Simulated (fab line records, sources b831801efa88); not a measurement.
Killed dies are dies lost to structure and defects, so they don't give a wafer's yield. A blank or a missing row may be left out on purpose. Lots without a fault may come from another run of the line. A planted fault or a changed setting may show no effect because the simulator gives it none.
Which tool did it? | flow gf180mcu | 11 lots, 32 wafers sampled, at 2 steps of a route of 602

WHAT THE GAUGES READ, wafer by wafer
GF_M2_CD_MEAS_14: target cd 280 nm.
lot  | measured     | on        | cd_nm (nm)
L934 | day 19 20:25 | cd_sem-02 | 278.6 278.0 278.5
L935 | day 20 01:11 | cd_sem-01 | 280.3 280.7 281.1
L936 | day 20 23:51 | cd_sem-01 | 278.5 279.2 278.4
L937 | day 21 03:28 | cd_sem-02 | 279.0 280.2 279.5
L939 | day 21 18:02 | cd_sem-02 | 278.3 278.6 277.8
L938 | day 21 20:33 | cd_sem-01 | 280.5 282.0 280.7
L940 | day 22 00:45 | cd_sem-01 | 278.9 280.0 277.8
L950 | day 25 11:39 | cd_sem-01 | 280.5 264.6
L951 | day 25 18:29 | cd_sem-02 | 280.2 281.0 279.4
L955 | day 27 01:40 | cd_sem-02 | 281.0 279.0 279.8
L957 | day 27 09:25 | cd_sem-01 | 280.2 279.6 279.6

WHICH TOOL RAN EACH LOT (tool, then ch and the chambers of the sampled wafers, then the start)
lot  | GF_M2_EXPOSE_11
L934 | krf_scanner-02 ch 0, day 19 08:14
L935 | krf_scanner-02 ch 0, day 19 13:29
L936 | krf_scanner-02 ch 0, day 20 11:00
L937 | krf_scanner-02 ch 0, day 20 15:16
L939 | krf_scanner-02 ch 0, day 21 05:50
L938 | krf_scanner-02 ch 0, day 21 08:24
L940 | krf_scanner-02 ch 0, day 21 12:18
L950 | krf_scanner-01 ch 0, day 25 01:34
L951 | krf_scanner-02 ch 0, day 25 08:34
L955 | krf_scanner-02 ch 0, day 26 14:48
L957 | krf_scanner-02 ch 0, day 26 23:26
- GF_M2_EXPOSE_11: exposes mask Metal2, target cd 280 nm.

THE ANSWER, worked out from the rows above alone
Rule: what is usual is taken from the lots themselves. Put in order of their means at a reading, lots are off if they are a third of the lots or fewer, leave a main group of 4 or more, and stand apart from it by a gap of 3 or more times the standard deviation of the main group's means; of several such gaps the widest counts. A main group whose means are all the same, to the digits that the tables above print for the reading, isn't used. A lot without any number at a reading at which 4 lots or more have one is off too. The other lots that the step has rows for count as sound.
Off: L950, at GF_M2_CD_MEAS_14 (cd_nm). The main group: mean 279.5 nm, standard deviation 0.92.
A tool fits if, at a process step before that reading, it ran every lot that is off, and no sound lot after the first of them. The gauges at GF_M2_CD_MEAS_14 are tried like those tools. One fits: krf_scanner-01 at GF_M2_EXPOSE_11. It ran no sound lot before its first lot that is off in this sample, so the start can't be narrowed down.

WHAT THE SIMULATOR HAD PUT IN
Process parameter drift: krf_scanner-01, from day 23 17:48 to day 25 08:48, at GF_M2_EXPOSE_11. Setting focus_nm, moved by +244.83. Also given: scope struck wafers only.
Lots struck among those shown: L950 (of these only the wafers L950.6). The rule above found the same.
